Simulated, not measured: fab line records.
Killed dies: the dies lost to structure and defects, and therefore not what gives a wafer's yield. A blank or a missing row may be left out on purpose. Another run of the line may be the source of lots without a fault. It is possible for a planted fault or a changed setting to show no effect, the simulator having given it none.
Problem report, 8D (eight disciplines) form, completed by code :: flow sky130 :: the parts of the form that need people (team, actions taken, sign-off) are left out

== 1. THE PROBLEM ==
Wafers without a fault read 892 W, standard deviation 3.5; rf-fwd-power-W at SKY_CAP2M_METAL_ETCH_13 reads a mean of 1037 W on 6 wafers belonging to 2 lots. Measured from the usual mean, that is +41 standard deviations.
The step: etches TiN in Cl2/BCl3, stops on SiO2, target depth 220 nm, time 62.9 s.
First observed at day 44 15:18: wafer L911.1, on rie-metal-04. At this step, 27 wafers from 9 lots have a number in the record. The rule behind "out" and "out of limits": a value lying over 4 standard deviations away from the usual mean. Any other wafer with a number is counted as sound.

== 2. WHAT IT IS, WHAT IT ISN'T ==
question: which readings at this step
is: rf-fwd-power-W
is not: drypump-motor-current-A, throttle-valve-pct

question: which lots
is: L911, L915
is not: L902, L904, L906, L907, L916, L917, L921

question: which wafers of those lots
is: all that have a number
is not: -

question: read on which tools
is: rie-metal-04
is not: rie-metal-01, rie-metal-02

question: when
is: from day 44 15:18
is not: up to then (12 sound wafers); but 9 sound wafers of L916, L917, L921 came after

== 3. WHAT RULES OUT EACH SUSPECT ==
Counting: a tool at a process step up to the reading stays a suspect if it ran every lot that is out and no sound lot after the first of them.
- rie-diel-04 at SKY_VIA3_ETCH_15 (etches SiO2 in C4F8/O2/Ar, stops on TiN, target depth 507 nm, time 78 s): kept. Every lot that is out went through it, starting with L911 (day 43 15:11), and after that it ran no sound lot; the last sound lot it ran before then is L902 (day 41 07:53).
- rie-metal-04 at SKY_CAP2M_METAL_ETCH_13 (etches TiN in Cl2/BCl3, stops on SiO2, target depth 220 nm, time 62.9 s): kept. Every lot that is out went through it, starting with L911 (day 44 15:18), and after that it ran no sound lot; the last sound lot it ran before then is L907 (day 43 13:53). Out on those wafers are its own readings of rf-fwd-power-W.
After counting, rie-diel-04 at SKY_VIA3_ETCH_15 and rie-metal-04 at SKY_CAP2M_METAL_ETCH_13 remain.

== 4. THE CAUSE (what the simulator had put in) ==
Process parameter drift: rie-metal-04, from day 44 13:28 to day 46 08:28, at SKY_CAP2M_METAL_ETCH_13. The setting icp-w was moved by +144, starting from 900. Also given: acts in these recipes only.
Counting leaves 2 suspects; this tool is one of them.

== 5. SEQUENCE OF EFFECTS, ordered by route ==
Each row: a reading where the mean over the struck wafers with a number is more than 3 standard deviations away from the usual. Readings are gone through only where the record gives a usual standard deviation; hours: the median, over the lots, of the time from a lot's start at the first step in this table giving one to that lot's start at this step; sigmas: the change measured in usual standard deviations.
hours: 0
step: SKY_CAP2M_METAL_ETCH_13
reading: rf-fwd-power-W
usual: 892 W
on struck wafers: 1037
change: +145
sigmas: +41

hours: 0
step: SKY_CAP2M_STRIP_14
reading: strip-time-to-endpoint-s
usual: 12.67 s
on struck wafers: 12.45
change: -0.22
sigmas: -5.5

hours: 22
step: SKY_METAL4_ETCH_17
reading: oes-product-au
usual: 0.755 a.u.
on struck wafers: 0.687
change: -0.068
sigmas: -9.8
Here are the process steps it includes:
- SKY_CAP2M_METAL_ETCH_13: etches TiN in Cl2/BCl3, stops on SiO2, target depth 220 nm, time 62.9 s.
- SKY_CAP2M_STRIP_14: strips in O2/N2.
- SKY_METAL4_ETCH_17: etches SiO2 in C4F8/O2/Ar, stops on TiN, time 3.9 s, target depth 15 nm.

== 6. WHAT WOULD HAVE CAUGHT IT SOONER ==
The fault began at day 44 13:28; the first out-of-limits reading in this record came at day 44 15:18, 2 hours later.
